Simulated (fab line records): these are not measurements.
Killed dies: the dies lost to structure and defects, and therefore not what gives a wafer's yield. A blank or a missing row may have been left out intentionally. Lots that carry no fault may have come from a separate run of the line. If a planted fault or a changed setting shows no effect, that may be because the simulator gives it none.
fab line records + flow sky130
[record]
- lots = 11
- wafers = 33
- lastDay = 50
route steps=708 shown SONOS_ONO@168 METAL1@451 VIA1@474
lots untouched by any fault: they come from a run of this same line in which no faults occurred
startH: the number of hours between the record's first day and the start of the first shown wafer of the lot + waitH: hours since the lot's step before + " identical to the entry in the row above + L1.1+2: a row that stands for several wafers + - value missing, or start not given + * or withheld: withheld + < > ~ a bound
route shown NAME@n: a module of which the file shows steps, and the number in the route of the first + usual: average and standard deviation across the fault-free wafers + same: alike in all rows + chamber/n: place in a boat + sites: each site's reading + _std_site: the standard deviation of these + _edge_site: mean of outer sites minus mean of inner sites + radiusMm: for every site, how far away it sits from the centre of the wafer + mask NAME#n: copy n + behind: the last tool/chamber to shape the wafer + hold: what put the lot on hold/how long, in hours/how the hold closed + device: the transistor (n, p or np) that didn't switch + end of line: at the end of the route, the tests of the same wafers + step lacking rows: just its recipe + killed: dies that structure and defects cost at the first sort, which is not the same as the wafer's yield + map: shows each die of a wafer: x if killed, . if not, _ if none is there
set.NAME: the setting the step ran with; set.NAME@STEP: the setting that earlier step ran with + model.NAME: the simulator's own value behind a step, which no gauge read
route steps across a sampled set of lots; one table per step, one row per wafer
services: from which hour (startH, from the record's first day; less than 0 if before it) a tool's chamber was out of use, for how many hours, and why
[[steps]]
[step SKY_SONOS_ONO_OXIDATION_00]
[recipe]
- tempC = 800
- ambient = O2
- idleTempC = 700
- rampUpCPerMin = 10
- rampDownCPerMin = 3
- stabiliseS = 600
- purgeS = 300
- targetThkA = 26
- oxTimeS = 1249
[usual]
- rampDownCPerMin = 2.9999/0.00056
- spikeTcCentreC = 800.2/1.3
- spikeTcLowerC = 801.0/1.6
- spikeTcUpperC = 799.6/1.2
- tubeCenterTempC = 800/0.076
- tube_center_temp_C_max = 802.0/0.33
| lot.wafer | tool       | chamber | startH | waitH | rampDownCPerMin | spikeTcCentreC | spikeTcLowerC | spikeTcUpperC | tubeCenterTempC | tube_center_temp_C_max |
|-----------|------------|---------|--------|-------|-----------------|----------------|---------------|---------------|-----------------|------------------------|
| L618.1    | furnace-01 | 0       | 255.05 | 0.4   | 3.0007          | 798.5          | 800.1         | 801.0         | 799.92          | 801.7                  |
| L618.3    | "          | 0       | "      | "     | 2.9993          | 798.8          | 799.5         | 797.4         | 799.93          | 802.2                  |
| L618.6    | "          | 0       | "      | "     | 3.0000          | 798.5          | 799.2         | 799.8         | 800.04          | 801.9                  |
| L619.1    | furnace-01 | 0       | 264.16 | 2.6   | 2.9996          | 799.1          | 800.8         | 798.1         | 799.97          | 801.9                  |
| L619.4    | "          | 0       | "      | "     | 3.0002          | 797.8          | 799.4         | 799.4         | 799.96          | 802.1                  |
| L619.5    | "          | 0       | "      | "     | 3.0004          | 799.0          | 798.8         | 800.1         | 800.01          | 801.7                  |
| L620.1    | furnace-01 | 0       | 283.73 | 1.0   | 3.0005          | 806.8          | 806.8         | 807.4         | 807.23          | 809.0                  |
| L620.4    | "          | 0       | "      | "     | 3.0000          | 804.9          | 807.9         | 804.1         | 807.3           | 809.0                  |
| L620.6    | "          | 0       | "      | "     | 3.0003          | 806.7          | 806.7         | 806.4         | 807.23          | 809.4                  |
| L621.4    | furnace-01 | 0       | 283.73 | 0.7   | 2.9994          | 806.3          | 805.9         | 807.5         | 807.26          | 809.2                  |
| L621.5    | "          | 0       | "      | "     | 2.9994          | 805.7          | 808.5         | 806.2         | 807.17          | 809.4                  |
| L621.6    | "          | 0       | "      | "     | 2.9996          | 806.2          | 806.1         | 806.6         | 807.29          | 809.0                  |
| L622.1    | furnace-01 | 0       | 286.25 | 0.7   | 3.0000          | 806.5          | 808.2         | 806.4         | 807.14          | 810.3                  |
| L622.3    | "          | 0       | "      | "     | 2.9995          | 806.7          | 805.9         | 805.7         | 807.23          | 809.9                  |
| L622.6    | "          | 0       | "      | "     | 2.9998          | 807.1          | 807.6         | 806.9         | 807.13          | 809.5                  |
| L631.1    | furnace-02 | 0       | 355.54 | 1.5   | 3.0007          | 801.6          | 801.8         | 802.0         | 799.84          | 802.0                  |
| L631.3    | "          | 0       | "      | "     | 3.0002          | 801.3          | 803.6         | 799.6         | 800.09          | 802.3                  |
| L631.4    | "          | 0       | "      | "     | 2.9999          | 800.6          | 801.9         | 801.5         | 800.06          | 802.5                  |
| L635.2    | furnace-02 | 0       | 389.28 | 0.5   | 3.0004          | 801.3          | 800.1         | 801.7         | 800.08          | 802.1                  |
| L635.5    | "          | 0       | "      | "     | 2.9995          | 802.0          | 801.3         | 801.5         | 799.97          | 802.3                  |
| L635.6    | "          | 0       | "      | "     | 3.0009          | 799.0          | 803.5         | 800.0         | 800             | 801.9                  |
| L636.2    | furnace-01 | 0       | 393.24 | 0.4   | 2.9998          | 798.9          | 799.7         | 798.3         | 799.92          | 801.6                  |
| L636.3    | "          | 0       | "      | "     | 3.0000          | 799.2          | 800.2         | 797.9         | 799.88          | 802.0                  |
| L636.4    | "          | 0       | "      | "     | 2.9997          | 798.8          | 796.9         | 798.2         | 800.06          | 801.6                  |
| L638.1    | furnace-02 | 0       | 406.99 | 0.0   | 3.0005          | 801.5          | 801.2         | 800.3         | 799.92          | 802.0                  |
| L638.4    | "          | 0       | "      | "     | 2.9988          | 800.9          | 802.7         | 799.6         | 800.09          | 801.8                  |
| L638.5    | "          | 0       | "      | "     | 2.9996          | 799.2          | 801.8         | 799.6         | 799.97          | 801.8                  |
| L639.2    | furnace-01 | 0       | 414.64 | 0.0   | 3.0002          | 800.3          | 799.2         | 800.1         | 799.92          | 801.6                  |
| L639.3    | "          | 0       | "      | "     | 3.0001          | 799.0          | 799.1         | 799.4         | 800.03          | 802.0                  |
| L639.6    | "          | 0       | "      | "     | 3.0009          | 800.9          | 799.0         | 800.2         | 800.04          | 802.8                  |
| L640.2    | furnace-01 | 0       | 426.42 | 1.2   | 3.0011          | 798.4          | 799.3         | 797.5         | 799.9           | 801.5                  |
| L640.4    | "          | 0       | "      | "     | 2.9991          | 797.9          | 799.6         | 796.9         | 800.05          | 802.1                  |
| L640.6    | "          | 0       | "      | "     | 3.0004          | 801.9          | 800.4         | 798.4         | 799.8           | 801.5                  |
[step SKY_SONOS_ONO_THK_MEAS_01]
[recipe]
- reads = SiO2_of_SONOS_ONO_OXIDATION_00
[usual]
- SONOS_ONO_OXIDATION_THK = 2.60/0.055
| lot.wafer | tool         | chamber | startH | waitH | SONOS_ONO_OXIDATION_THK[nm] |
|-----------|--------------|---------|--------|-------|-----------------------------|
| L618.1    | filmMetro-04 | -       | 256.39 | 0.0   | 2.58                        |
| L618.3    | "            | -       | "      | "     | 2.56                        |
| L618.6    | "            | -       | "      | "     | 2.60                        |
| L619.1    | filmMetro-04 | -       | 265.50 | 0.0   | 2.61                        |
| L619.4    | "            | -       | "      | "     | 2.60                        |
| L619.5    | "            | -       | "      | "     | 2.66                        |
| L620.1    | filmMetro-01 | -       | 285.08 | 0.0   | 2.91                        |
| L620.4    | "            | -       | "      | "     | 2.90                        |
| L620.6    | "            | -       | "      | "     | 2.85                        |
| L621.4    | filmMetro-04 | -       | 285.11 | 0.0   | 2.86                        |
| L621.5    | "            | -       | "      | "     | 2.90                        |
| L621.6    | "            | -       | "      | "     | 2.92                        |
| L622.1    | filmMetro-03 | -       | 287.60 | 0.0   | 2.87                        |
| L622.3    | "            | -       | "      | "     | 2.85                        |
| L622.6    | "            | -       | "      | "     | 2.84                        |
| L631.1    | filmMetro-03 | -       | 356.88 | 0.0   | 2.50                        |
| L631.3    | "            | -       | "      | "     | 2.53                        |
| L631.4    | "            | -       | "      | "     | 2.60                        |
| L635.2    | filmMetro-04 | -       | 390.63 | 0.0   | 2.69                        |
| L635.5    | "            | -       | "      | "     | 2.68                        |
| L635.6    | "            | -       | "      | "     | 2.68                        |
| L636.2    | filmMetro-01 | -       | 394.60 | 0.0   | 2.62                        |
| L636.3    | "            | -       | "      | "     | 2.70                        |
| L636.4    | "            | -       | "      | "     | 2.65                        |
| L638.1    | filmMetro-03 | -       | 408.34 | 0.0   | 2.52                        |
| L638.4    | "            | -       | "      | "     | 2.56                        |
| L638.5    | "            | -       | "      | "     | 2.62                        |
| L639.2    | filmMetro-04 | -       | 416.00 | 0.0   | 2.55                        |
| L639.3    | "            | -       | "      | "     | 2.66                        |
| L639.6    | "            | -       | "      | "     | 2.60                        |
| L640.2    | filmMetro-03 | -       | 427.78 | 0.0   | 2.64                        |
| L640.4    | "            | -       | "      | "     | 2.63                        |
| L640.6    | "            | -       | "      | "     | 2.60                        |
[step SKY_METAL1_DESCUM_17]
[recipe]
- chemistry = O2
- sourcePowerW = 150
- biasPowerW = 0
- pressureMtorr = 10
- tempC = 40
- timeS = 8
[usual]
- drypumpMotorCurrentA = 5.6/0.34
- oesProductAu = 0.995/0.012
| lot.wafer | tool        | chamber | startH | waitH | drypumpMotorCurrentA | oesProductAu | rfHoursCounterH |
|-----------|-------------|---------|--------|-------|----------------------|--------------|-----------------|
| L618.1    | rieMetal-02 | 0       | 770.12 | 0.0   | 5.4                  | 0.990        | 5               |
| L618.3    | "           | 0       | "      | "     | 5.4                  | 0.987        | -               |
| L618.6    | "           | 0       | "      | "     | 5.4                  | 0.990        | -               |
| L619.1    | rieMetal-04 | 1       | 782.54 | 0.0   | 5.4                  | 0.993        | 14              |
| L619.4    | "           | 1       | "      | "     | 5.4                  | 1.003        | -               |
| L619.5    | "           | 1       | "      | "     | 5.4                  | 0.997        | -               |
| L620.1    | rieMetal-04 | 1       | 791.96 | 0.0   | 5.4                  | 0.997        | 14              |
| L620.4    | "           | 1       | "      | "     | 5.4                  | 0.997        | -               |
| L620.6    | "           | 1       | "      | "     | 5.4                  | 1.002        | -               |
| L621.4    | rieMetal-01 | 1       | 800.29 | 0.0   | 5.9                  | 0.968        | -               |
| L621.5    | "           | 0       | "      | "     | 4.7                  | 0.996        | -               |
| L621.6    | "           | 1       | "      | "     | 5.9                  | 0.972        | -               |
| L622.1    | rieMetal-02 | 0       | 804.57 | 0.0   | 5.5                  | 0.996        | 6               |
| L622.3    | "           | 0       | "      | "     | 5.5                  | 0.986        | -               |
| L622.6    | "           | 0       | "      | "     | 5.5                  | 1.004        | -               |
| L631.1    | rieMetal-02 | 1       | 867.32 | 0.0   | 5.9                  | 1.003        | 14              |
| L631.3    | "           | 1       | "      | "     | 5.9                  | 1.001        | -               |
| L631.4    | "           | 0       | "      | "     | 5.5                  | 0.979        | -               |
| L635.2    | rieMetal-02 | 0       | 895.97 | 0.0   | 5.5                  | 0.984        | 9               |
| L635.5    | "           | 0       | "      | "     | 5.5                  | 0.984        | -               |
| L635.6    | "           | 1       | "      | "     | 5.9                  | 1.001        | -               |
| L636.2    | rieMetal-01 | 1       | 901.13 | 0.0   | 5.9                  | 0.962        | 14              |
| L636.3    | "           | 0       | "      | "     | 4.7                  | 0.980        | -               |
| L636.4    | "           | 1       | "      | "     | 5.9                  | 0.971        | -               |
| L638.1    | rieMetal-04 | 1       | 917.92 | 0.0   | 5.4                  | 1.003        | 3               |
| L638.4    | "           | 0       | "      | "     | 5.6                  | 0.992        | -               |
| L638.5    | "           | 0       | "      | "     | 5.6                  | 0.998        | -               |
| L639.2    | rieMetal-02 | 1       | 920.52 | 0.0   | 5.9                  | 1.008        | 16              |
| L639.3    | "           | 0       | "      | "     | 5.5                  | 0.977        | -               |
| L639.6    | "           | 0       | "      | "     | 5.5                  | 0.989        | -               |
| L640.2    | rieMetal-01 | 1       | 930.91 | 0.0   | 5.9                  | 0.978        | 15              |
| L640.4    | "           | 0       | "      | "     | 4.7                  | 0.983        | -               |
| L640.6    | "           | 1       | "      | "     | 5.9                  | 0.985        | -               |
[step SKY_VIA1_STRIP_16]
[recipe]
- chemistry = O2/N2
- powerW = 1400
- pressureMtorr = 1500
- platenTempC = withheld
- o2FlowSccm = 3000
- n2FlowSccm = 300
- overashFraction = 0.5
[usual]
- drypumpMotorCurrentA = 6.0/0.37
- oesProductAu = 0.415/0.0051
- stripTimeToEndpointS = 4.451/0.025
| lot.wafer | tool           | chamber | startH | waitH | drypumpMotorCurrentA | oesProductAu | rfHoursCounterH | stripTimeToEndpointS |
|-----------|----------------|---------|--------|-------|----------------------|--------------|-----------------|----------------------|
| L618.1    | plasmaAsher-03 | 1       | 798.60 | 0.0   | 6.4                  | 0.416        | 5               | 4.415                |
| L618.3    | "              | 1       | "      | "     | 6.4                  | 0.409        | -               | 4.435                |
| L618.6    | "              | 1       | "      | "     | 6.4                  | 0.416        | -               | 4.445                |
| L619.1    | plasmaAsher-04 | 1       | 811.15 | 0.0   | 5.8                  | 0.411        | 99              | 4.452                |
| L619.4    | "              | 1       | "      | "     | 5.8                  | 0.415        | -               | 4.435                |
| L619.5    | "              | 0       | "      | "     | 6.4                  | 0.415        | -               | 4.481                |
| L620.1    | plasmaAsher-03 | 1       | 819.90 | 0.0   | 6.4                  | 0.409        | 8               | 4.408                |
| L620.4    | "              | 0       | "      | "     | 5.7                  | 0.414        | -               | 4.381                |
| L620.6    | "              | 0       | "      | "     | 5.6                  | 0.409        | -               | 4.419                |
| L621.4    | plasmaAsher-02 | 0       | 828.49 | 0.1   | 5.9                  | 0.417        | -               | 4.445                |
| L621.5    | "              | 1       | "      | "     | 5.4                  | 0.415        | -               | 4.436                |
| L621.6    | "              | 0       | "      | "     | 6.0                  | 0.414        | -               | 4.435                |
| L622.1    | plasmaAsher-04 | 1       | 832.28 | 0.0   | 5.8                  | 0.412        | 101             | 4.435                |
| L622.3    | "              | 0       | "      | "     | 6.4                  | 0.413        | -               | 4.415                |
| L622.6    | "              | 1       | "      | "     | 5.8                  | 0.411        | -               | 4.462                |
| L631.1    | plasmaAsher-02 | 1       | 894.80 | 0.0   | 5.4                  | 0.409        | 70              | 4.480                |
| L631.3    | "              | 0       | "      | "     | 6.0                  | 0.425        | -               | 4.433                |
| L631.4    | "              | 1       | "      | "     | 5.4                  | 0.404        | -               | 4.427                |
| L635.2    | plasmaAsher-03 | 0       | 922.40 | 0.0   | 5.6                  | 0.418        | 19              | 4.462                |
| L635.5    | "              | 0       | "      | "     | 5.7                  | 0.412        | -               | 4.454                |
| L635.6    | "              | 1       | "      | "     | 6.4                  | 0.409        | -               | 4.409                |
| L636.2    | plasmaAsher-04 | 1       | 927.90 | 0.0   | 5.8                  | 0.407        | 112             | 4.403                |
| L636.3    | "              | 1       | "      | "     | 5.8                  | 0.417        | -               | 4.418                |
| L636.4    | "              | 0       | "      | "     | 6.4                  | 0.414        | -               | 4.437                |
| L638.1    | plasmaAsher-02 | 1       | 943.75 | 0.0   | 5.4                  | 0.418        | 75              | 4.446                |
| L638.4    | "              | 0       | "      | "     | 6.0                  | 0.410        | -               | 4.447                |
| L638.5    | "              | 0       | "      | "     | 5.9                  | 0.415        | -               | 4.455                |
| L639.2    | plasmaAsher-03 | 0       | 946.83 | 0.0   | 5.6                  | 0.419        | 21              | 4.479                |
| L639.3    | "              | 1       | "      | "     | 6.4                  | 0.422        | -               | 4.433                |
| L639.6    | "              | 0       | "      | "     | 5.6                  | 0.416        | -               | 4.476                |
| L640.2    | plasmaAsher-03 | 1       | 955.98 | 0.0   | 6.4                  | 0.411        | 22              | 4.450                |
| L640.4    | "              | 0       | "      | "     | 5.7                  | 0.411        | -               | 4.435                |
| L640.6    | "              | 1       | "      | "     | 6.4                  | 0.411        | -               | 4.437                |
[step SKY_VIA1_SPUTTER_20]
[recipe]
- material = TiN
- targetThkNm = 20
- chamberPressurePa = 5
- powerW = 4000
- timeS = 80
[usual]
- throttleValvePct = 30.5/1
| lot.wafer | tool          | chamber | startH | waitH | throttleValvePct |
|-----------|---------------|---------|--------|-------|------------------|
| L618.1    | pvdSputter-01 | -       | 799.53 | 0.0   | 32.8             |
| L618.3    | "             | -       | "      | "     | 30.0             |
| L618.6    | "             | -       | "      | "     | 32.6             |
| L619.1    | pvdSputter-02 | -       | 811.78 | 0.0   | 28.8             |
| L619.4    | "             | -       | "      | "     | 31.0             |
| L619.5    | "             | -       | "      | "     | 32.0             |
| L620.1    | pvdSputter-04 | -       | 820.56 | 0.0   | 30.4             |
| L620.4    | "             | -       | "      | "     | 29.2             |
| L620.6    | "             | -       | "      | "     | 30.1             |
| L621.4    | pvdSputter-04 | -       | 829.06 | 0.0   | 30.0             |
| L621.5    | "             | -       | "      | "     | 29.7             |
| L621.6    | "             | -       | "      | "     | 30.4             |
| L622.1    | pvdSputter-04 | -       | 832.96 | 0.0   | 29.6             |
| L622.3    | "             | -       | "      | "     | 30.3             |
| L622.6    | "             | -       | "      | "     | 30.5             |
| L631.1    | pvdSputter-04 | -       | 895.39 | 0.0   | 29.7             |
| L631.3    | "             | -       | "      | "     | 30.1             |
| L631.4    | "             | -       | "      | "     | 29.4             |
| L635.2    | pvdSputter-01 | -       | 922.99 | 0.0   | 30.2             |
| L635.5    | "             | -       | "      | "     | 30.4             |
| L635.6    | "             | -       | "      | "     | 32.6             |
| L636.2    | pvdSputter-01 | -       | 928.54 | 0.0   | 30.4             |
| L636.3    | "             | -       | "      | "     | 30.1             |
| L636.4    | "             | -       | "      | "     | 32.6             |
| L638.1    | pvdSputter-01 | -       | 944.38 | 0.0   | 30.0             |
| L638.4    | "             | -       | "      | "     | 29.9             |
| L638.5    | "             | -       | "      | "     | 30.1             |
| L639.2    | pvdSputter-01 | -       | 947.44 | 0.0   | 32.6             |
| L639.3    | "             | -       | "      | "     | 30.1             |
| L639.6    | "             | -       | "      | "     | 32.5             |
| L640.2    | pvdSputter-04 | -       | 956.66 | 0.0   | 30.2             |
| L640.4    | "             | -       | "      | "     | 29.3             |
| L640.6    | "             | -       | "      | "     | 29.8             |
[[services]]
| tool           | chamber | startH | hours | kind   |
|----------------|---------|--------|-------|--------|
| pvdSputter-01  | -       | 251.43 | 40.0  | repair |
| furnace-01     | -       | 259.05 | 3.6   | pm     |
| furnace-01     | -       | 295.39 | 1.8   | pm     |
| furnace-01     | -       | 302.65 | 3.5   | pm     |
| rieMetal-02    | -       | 311.03 | 14.6  | pm     |
| pvdSputter-01  | -       | 312.72 | 4.5   | repair |
| pvdSputter-01  | -       | 360.59 | 2.9   | repair |
| rieMetal-02    | -       | 386.27 | 2.8   | pm     |
| plasmaAsher-03 | -       | 416.80 | 2.8   | pm     |
| pvdSputter-01  | -       | 436.71 | 5.3   | repair |
| furnace-01     | -       | 470.28 | 3.5   | pm     |
| pvdSputter-04  | -       | 470.79 | 13.3  | repair |
| plasmaAsher-03 | -       | 479.09 | 0.7   | repair |
| pvdSputter-04  | -       | 497.02 | 3.9   | repair |
| plasmaAsher-03 | -       | 498.32 | 3.3   | repair |
| furnace-01     | -       | 541.05 | 2.2   | pm     |
| pvdSputter-04  | -       | 550.17 | 1.0   | repair |
| rieMetal-02    | -       | 571.75 | 0.7   | repair |
| pvdSputter-04  | -       | 584.20 | 2.3   | repair |
| furnace-01     | -       | 637.64 | 3.6   | pm     |
| furnace-01     | -       | 718.23 | 20.0  | pm     |
| furnace-01     | -       | 805.64 | 3.5   | pm     |
| furnace-01     | -       | 822.52 | 4.0   | pm     |
| furnace-01     | -       | 920.35 | 5.0   | repair |
[[key]]
[firstSign]
- step = SKY_SONOS_ONO_OXIDATION_00
- reading = tubeCenterTempC
- direction = up
- sigmas = 90
- usual = *
- struck = *
[effect]
- step = SKY_SONOS_ONO_OXIDATION_00
- reading = tube_center_temp_C_max
- direction = up
- sigmas = 22
- usual = *
- struck = *
[effect]
- step = SKY_SONOS_ONO_THK_MEAS_01
- reading = SONOS_ONO_OXIDATION_THK
- direction = up
- sigmas = 5
- usual = 2.60
- struck = 2.88
metAt SKY_SONOS_ONO_OXIDATION_00
struckLots L620,L621,L622
testerLeftOut L620,L621,L622
notActingAt SKY_METAL1_DESCUM_17,SKY_VIA1_STRIP_16,SKY_VIA1_SPUTTER_20
onsetBetween 264.16 283.73
[fault]
- kind = processParameterDrift
- tool = furnace-01
- chamber = -
- onsetH = 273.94
- steps = SKY_SONOS_ONO_OXIDATION_00
- channel = tempC
- offset = *
- shape = step
- endH = 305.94
- actsIn = *
- stated = *
// testerLeftOut: of these lots the tester's yield and bins aren't shown, on N5 and GAA mostly nor the transistor test; their killed dies are dies lost to structure and defects alone, not to doping, threshold or leakage, so they don't give the yield
